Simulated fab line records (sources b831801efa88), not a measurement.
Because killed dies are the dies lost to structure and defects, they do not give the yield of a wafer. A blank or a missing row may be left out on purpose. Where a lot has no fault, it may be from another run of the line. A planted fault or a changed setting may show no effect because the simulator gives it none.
One fault seen from 2 desks / flow gf180mcu / only its own numbers are on each desk; what lay behind them is given at the end

METROLOGY DESK
Lot by lot, what the gauges showed, no matter which tool ran the lot: averages of those sampled wafers that carry a number. Any lot whose mean is over 4 standard deviations away from the usual mean is out of limits and marked OUT; that distance is given in the brackets. Shown here are 7 of its 10 readings, the ones lying furthest out on some lot.
Columns: A = cd-nm at GF_V2_CD_MEAS_14, usual 259.9 nm; B = V2_W_THK at GF_V2_THK_MEAS_25, usual 348 nm; C = M3_ALCU_RS at GF_M3_RS_MEAS_05, usual 0.0695 ohm/sq; D = M3_ALCU_THK at GF_M3_THK_MEAS_06, usual 452 nm; E = cd-nm at GF_M3_CD_MEAS_14, usual 280.0 nm; F = V3_CVD_00_THK at GF_V3_THK_MEAS_01, usual 599 nm; G = V3_CVD_02_THK at GF_V3_THK_MEAS_03, usual 849 nm
lot=L817; first seen here=day 20 03:08; A=260.7; B=358; C=0.0694; D=453; E=279.3; F=590; G=835
lot=L819; first seen here=day 20 17:37; A=258.2; B=343; C=0.0697; D=451; E=281.1; F=610; G=855
lot=L826; first seen here=day 23 21:47; A=260.3; B=346; C=0.0704; D=452; E=282.0; F=607; G=858
lot=L828; first seen here=day 24 04:11; A=259.2; B=340; C=0.0690; D=455; E=280.1; F=604; G=846
lot=L837; first seen here=day 26 23:17; A=260.6; B=353; C=0.0701; D=446; E=277.7; F=595; G=853
lot=L840; first seen here=day 27 22:39; A=259.7; B=345; C=0.0692; D=454; E=279.4; F=596; G=846
This desk's verdict: no lot among the 6 shows anything out of limits.

THE TOOL OWNER'S DESK: pvd-sputter-03
The tool's own readings at GF_V2_SPUTTER_21 (material Ti, target thk 15 nm, time 80.02 s): means of the sampled wafers that have a number, for each lot that ran on this tool. Any lot whose mean is over 4 standard deviations away from the usual mean is out of limits and marked OUT; that distance is given in the brackets.
Columns: A = throttle-valve-pct at GF_V2_SPUTTER_21, usual 29.7 %
lot=L826; first seen here=day 23 22:36; A=29.3
lot=L828; first seen here=day 24 05:01; A=29.6
lot=L840; first seen here=day 27 23:32; A=29.6
This desk's verdict: no lot among the 3 shows anything out of limits.

TAKEN TOGETHER
Nothing out of limits was seen by the metrology desk.
The desk of the tool owner found nothing out of limits.

WHAT THE SIMULATOR HAD PUT IN
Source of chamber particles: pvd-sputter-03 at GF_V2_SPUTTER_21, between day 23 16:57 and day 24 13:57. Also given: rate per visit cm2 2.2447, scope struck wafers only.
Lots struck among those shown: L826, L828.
